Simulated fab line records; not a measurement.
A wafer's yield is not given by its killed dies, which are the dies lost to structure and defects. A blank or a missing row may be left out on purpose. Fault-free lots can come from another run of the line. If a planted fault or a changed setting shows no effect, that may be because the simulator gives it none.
Which of the tools did it? || flow gf180mcu || 7 lots with 21 wafers sampled at 2 steps, on a route of 602 steps

== WHAT EACH GAUGE READ, for each wafer ==
GF_HV_LDD_TW_MEAS_23.
{"lot": "L642", "measured": "day 11 07:50", "on": "film metro-02", "HV_LDD_2_TW": "1041 1047 1051"}
{"lot": "L646", "measured": "day 12 17:23", "on": "film metro-03", "HV_LDD_2_TW": "1220 1222 1220"}
{"lot": "L649", "measured": "day 13 14:20", "on": "film metro-04", "HV_LDD_2_TW": "1046 1045 1048"}
{"lot": "L655", "measured": "day 15 20:10", "on": "film metro-04", "HV_LDD_2_TW": "1037 1041 1044"}
{"lot": "L658", "measured": "day 16 14:29", "on": "film metro-03", "HV_LDD_2_TW": "1061 1058 1067"}
{"lot": "L661", "measured": "day 17 11:31", "on": "film metro-03", "HV_LDD_2_TW": "1065 1067 1076"}
{"lot": "L663", "measured": "day 18 02:37", "on": "film metro-04", "HV_LDD_2_TW": "1056 1052 1054"}

== TOOL THAT RAN EACH LOT (tool first, then ch and the chambers of the sampled wafers, then the start) ==
{"lot": "L642", "GF_HV_LDD_IMPLANT_21": "implanter-03 ch 0, day 11 07:35"}
{"lot": "L646", "GF_HV_LDD_IMPLANT_21": "implanter-03 ch 0, day 12 17:08"}
{"lot": "L649", "GF_HV_LDD_IMPLANT_21": "implanter-01 ch 0, day 13 14:07"}
{"lot": "L655", "GF_HV_LDD_IMPLANT_21": "implanter-02 ch 0, day 15 19:55"}
{"lot": "L658", "GF_HV_LDD_IMPLANT_21": "implanter-02 ch 0, day 16 14:16"}
{"lot": "L661", "GF_HV_LDD_IMPLANT_21": "implanter-01 ch 0, day 17 11:17"}
{"lot": "L663", "GF_HV_LDD_IMPLANT_21": "implanter-02 ch 0, day 18 02:22"}
- GF_HV_LDD_IMPLANT_21

== THE ANSWER, worked out from the rows above alone ==
Rule: the lots themselves supply what counts as usual. The widest of any qualifying gaps counts: lots, ordered by their means at a reading, are off when they make up no more than a third of the lots, leave a main group of 4 or more, and stand apart from it by 3 or more times the standard deviation of that group's means. Not used: any main group whose means are identical at the precision the tables above print for the reading. Also off: a lot with no number at a reading for which 4 or more lots have one. Where the step has rows for the other lots, those lots are counted as sound.
Off: at GF_HV_LDD_TW_MEAS_23 (HV_LDD_2_TW), L646. Main group: mean 1053, sd 9.9.
If a tool, at a process step before that reading, ran all the lots that are off and no sound lot after the first of them, it fits. The gauges at GF_HV_LDD_TW_MEAS_23 are tried like those tools. One fits: GF_HV_LDD_IMPLANT_21 on implanter-03. Its last sound lot is L642 (day 11 07:35), its first lot that is off L646 (day 12 17:08): a fault that began between those two fits.

== WHAT THE SIMULATOR HAD INSERTED ==
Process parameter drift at GF_HV_LDD_IMPLANT_21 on implanter-03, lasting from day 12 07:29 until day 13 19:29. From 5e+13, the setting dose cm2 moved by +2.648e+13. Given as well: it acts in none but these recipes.
Lots struck among those shown: L646. The rule above reached the same finding.
